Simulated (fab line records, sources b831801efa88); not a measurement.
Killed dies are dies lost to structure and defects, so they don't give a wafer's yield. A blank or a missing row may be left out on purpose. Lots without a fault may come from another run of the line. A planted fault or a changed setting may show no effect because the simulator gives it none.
Tool commonality check | flow sky130 | 11 lots, 33 wafers sampled

WHY IT WAS OPENED
At SKY_SONOS_ONO_THK_MEAS_01 the reading SONOS_ONO_OXIDATION_THK is flagged on 2 of 11 lots. Wafers without a fault read 2.60 nm, standard deviation 0.059.
Rule: a lot is flagged when every wafer of it that has a number lies more than 4 standard deviations from that mean, or none has a number. The other lots count as sound.

lot  | measured     | on            | SONOS_ONO_OXIDATION_THK (nm), wafer by wafer | flag
L159 | day 9 23:49  | film_metro-03 | 2.49 2.52 2.49                               |
L161 | day 11 19:08 | film_metro-03 | 2.58 2.53 2.55                               |
L165 | day 13 18:04 | film_metro-04 | 2.62 2.63 2.57                               |
L166 | day 14 02:35 | film_metro-04 | 2.58 2.51 2.63                               |
L167 | day 14 10:55 | film_metro-04 | 2.61 2.58 2.60                               |
L169 | day 15 04:33 | film_metro-04 | 2.70 2.69 2.69                               |
L170 | day 15 09:41 | film_metro-03 | 2.97 3.01 3.04                               | FLAGGED
L171 | day 15 19:08 | film_metro-01 | 2.95 2.98 2.96                               | FLAGGED
L179 | day 18 21:13 | film_metro-01 | 2.65 2.61 2.59                               |
L181 | day 19 16:53 | film_metro-03 | 2.51 2.44 2.52                               |
L182 | day 20 03:38 | film_metro-03 | 2.63 2.59 2.53                               |
The numbers of the flagged lots are 2.98 nm on average: +0.38 nm against the usual, or +7 standard deviations.

WHICH TOOL RAN EACH LOT
The record holds 1 process step before the reading, out of a route of 708 steps. In each cell: the tool, then ch and the chambers that the sampled wafers went through, then the start.
lot  | flag    | SKY_SONOS_ONO_OXIDATION_00
L159 |         | furnace-02 ch 0, day 9 22:28
L161 |         | furnace-01 ch 0, day 11 17:47
L165 |         | furnace-01 ch 0, day 13 16:43
L166 |         | furnace-02 ch 0, day 14 01:14
L167 |         | furnace-01 ch 0, day 14 09:34
L169 |         | furnace-01 ch 0, day 15 03:13
L170 | FLAGGED | furnace-02 ch 0, day 15 08:20
L171 | FLAGGED | furnace-02 ch 0, day 15 17:47
L179 |         | furnace-02 ch 0, day 18 19:52
L181 |         | furnace-01 ch 0, day 19 15:32
L182 |         | furnace-01 ch 0, day 20 02:17
What these steps do:
- SKY_SONOS_ONO_OXIDATION_00: stabilise 600 s, purge 300 s, target thk 2.6 nm.
- SKY_SONOS_ONO_THK_MEAS_01

FLAGGED OVER TOTAL, TOOL BY TOOL (the gauges that took the reading come last)
step                       | tool          | lots run | flagged | share of the flagged lots | sound lots run after its first flagged lot
SKY_SONOS_ONO_OXIDATION_00 | furnace-01    | 6        | 0       | none                      | -
SKY_SONOS_ONO_OXIDATION_00 | furnace-02    | 5        | 2       | all                       | 1 (L179)
SKY_SONOS_ONO_THK_MEAS_01  | film_metro-01 | 2        | 1       | some                      | 1 (L179)
SKY_SONOS_ONO_THK_MEAS_01  | film_metro-03 | 5        | 1       | some                      | 2 (L181,L182)
SKY_SONOS_ONO_THK_MEAS_01  | film_metro-04 | 4        | 0       | none                      | -

WHAT THE TABLE ALLOWS
1 row of the table ran every flagged lot: furnace-02 at SKY_SONOS_ONO_OXIDATION_00.
- furnace-02 at SKY_SONOS_ONO_OXIDATION_00: 2 of its 5 lots flagged. Sound lots ran on it after the first flagged one (L179), which a lasting fault on the whole tool wouldn't allow. Its own readings lie more than 4 standard deviations out on every wafer of the flagged lots: spike_tc_bottom_C, spike_tc_centre_C, spike_tc_lower_C, spike_tc_upper_C, tube_center_temp_C, tube_center_temp_C_max.
No row of the table ran every flagged lot and no sound lot after the first.

WHAT THE SIMULATOR HAD PUT IN
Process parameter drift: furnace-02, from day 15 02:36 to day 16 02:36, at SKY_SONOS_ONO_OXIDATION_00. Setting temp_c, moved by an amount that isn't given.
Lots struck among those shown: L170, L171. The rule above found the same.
